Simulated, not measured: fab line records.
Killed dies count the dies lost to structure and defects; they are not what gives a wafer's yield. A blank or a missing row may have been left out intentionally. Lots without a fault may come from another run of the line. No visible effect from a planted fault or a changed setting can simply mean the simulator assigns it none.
Lot-split experiment	flow sfq line	route with 325 steps; 5 lots, 23 wafers read

ON THE SPLIT
At SFQ_TRILAYER_M4_DEP_SPUTTER_091 (material Nb, target thk 200 nm, time 133.3 s), the setting power w was moved away from the recipe's 2000 W on 7 of the 23 wafers read, by -8.4% to +3.6%. The other wafers ran this setting at the recipe's value.

FROM THE SPLIT TO THE READING: what the file shows between them, 5 steps
- SFQ_M4_RS_MEAS_924: measures by four-point-probe
- SFQ_TRILAYER_M4_LITHO_COAT_093: resist thk 600 nm (also split here: resist thk nm)
- SFQ_TRILAYER_M4_LITHO_SOFTBAKE_097
- SFQ_TRILAYER_M4_LITHO_EXPOSE_094: exposes mask M4, target cd 500 nm
- SFQ_TRILAYER_M4_BARC_OPEN_METAL_ETCH_123: etches BARC in O2, target depth 125 nm, time 41.7 s

THE READING
oes product au, in a.u., at SFQ_TRILAYER_M4_ETCH_METAL_ETCH_096 (etches Nb in Cl2/Ar, stops on SiO2, target depth 240 nm, time 120 s). Fault-free wafers of this fab line usually give 0.900 a.u., standard deviation 0.0066 a.u.

wafer	tool, chamber at the split	power w as run, W	against the recipe	oes product au, a.u.	against lot-mates on the recipe
L074.2	pvd sputter-04, -	2000	recipe	0.893	-
L074.3	pvd sputter-04, -	2000	recipe	0.892	-
L074.4	pvd sputter-04, -	2071	+3.6%	0.919	+0.023
L074.5	pvd sputter-04, -	2071	+3.6%	0.920	+0.024
L074.6	pvd sputter-04, -	2000	recipe	0.904	-
L076.2	pvd sputter-04, -	2000	recipe	0.893	-
L076.3	pvd sputter-04, -	1832	-8.4%	0.853	-0.044
L076.4	pvd sputter-04, -	2000	recipe	0.900	-
L076.5	pvd sputter-04, -	1832	-8.4%	0.857	-0.040
L076.6	pvd sputter-04, -	1832	-8.4%	0.855	-0.042
L080.2	pvd sputter-05, -	2000	recipe	0.904	-
L080.3	pvd sputter-05, -	2000	recipe	0.893	-
L080.6	pvd sputter-05, -	2000	recipe	0.889	-
L083.1	pvd sputter-06, -	1849	-7.6%	0.855	-0.042
L083.2	pvd sputter-06, -	2000	recipe	0.890	-
L083.4	pvd sputter-06, -	2000	recipe	0.898	-
L083.5	pvd sputter-06, -	2000	recipe	0.904	-
L083.6	pvd sputter-06, -	1849	-7.6%	0.854	-0.043
L084.1	pvd sputter-06, -	2000	recipe	0.903	-
L084.3	pvd sputter-06, -	2000	recipe	0.899	-
L084.4	pvd sputter-06, -	2000	recipe	0.905	-
L084.5	pvd sputter-06, -	2000	recipe	0.905	-
L084.6	pvd sputter-06, -	2000	recipe	0.900	-

THE FIT
A straight line over all 23 wafers: oes product au changes by +0.00544 a.u. for each +1% of power w; r = +0.97; the points scatter about the line by 0.0051 a.u.
The same after taking each lot's own level away (the mean of its wafers on the recipe; 23 wafers): +0.00535 a.u. for each +1%; r = +0.98; scatter 0.0046 a.u.
The reading moves by 0.045 a.u. for the largest change in power w, on that fit.
Measured against the standard deviation above, the lots' own levels, which go from 0.8953 to 0.9024 a.u., span 1.1 times it.
Consequently the slope shifts little with the lot-to-lot level, the two slopes agreeing.
Check: -0.0445 a.u. against its lot-mates is what the line predicts for one of the wafers moved furthest among these (-8.4%) when that wafer is left out of the fit. It came out at -0.0435 a.u. against them.

THE OTHER SPLITS THESE WAFERS WENT THROUGH
Note: prior to the reading, these wafers also went through further splits. Each is held against what the fit with the lots' levels taken away leaves over:
other split on the same wafers	wafers away from the commonest value	r with oes product au (lot level and that fit taken away)
SFQ_TRILAYER_I2_VIA_BARC_OPEN_VIA_ETCH_096 source w	9	+0.13
SFQ_TRILAYER_I2_VIA_ETCH_VIA_ETCH_070 bias w	8	+0.08
SFQ_TRILAYER_M3_LITHO_COAT_075 spin rpm	7	-0.31
SFQ_TRILAYER_M3_BARC_OPEN_METAL_ETCH_100 bias w	11	+0.30
SFQ_TRILAYER_I3_VIA_LITHO_COAT_085 spin rpm	9	-0.11
SFQ_TRILAYER_I3_VIA_BARC_OPEN_VIA_ETCH_121 source w	9	+0.08
SFQ_TRILAYER_M4_LITHO_COAT_093 resist thk nm	8	-0.06

THE WHOLE CHAIN: every reading that the file lists as answering this split, in the file's order
step	what it does	reading	change (the file's fit)	r (the file's)
SFQ_TRILAYER_M4_DEP_SPUTTER_091	material Nb, target thk 200 nm, time 133.3 s	Nb_of_TRILAYER_M4_DEP_SPUTTER_091.thk nm (the simulator's own value, which no gauge read)	+1.85 nm for each +1% of the setting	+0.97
SFQ_M4_RS_MEAS_924	measures by four-point-probe	M4_NB_RS	-0.00877 for each +1% of the setting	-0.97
SFQ_TRILAYER_M4_ETCH_METAL_ETCH_096	etches Nb in Cl2/Ar, stops on SiO2, target depth 240 nm, time 120 s	oes product au	+0.0054 a.u. for each +1% of the setting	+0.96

THE FILE'S OWN FIT
oes product au changes by +0.0054 a.u. for each +1% of power w, r = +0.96.
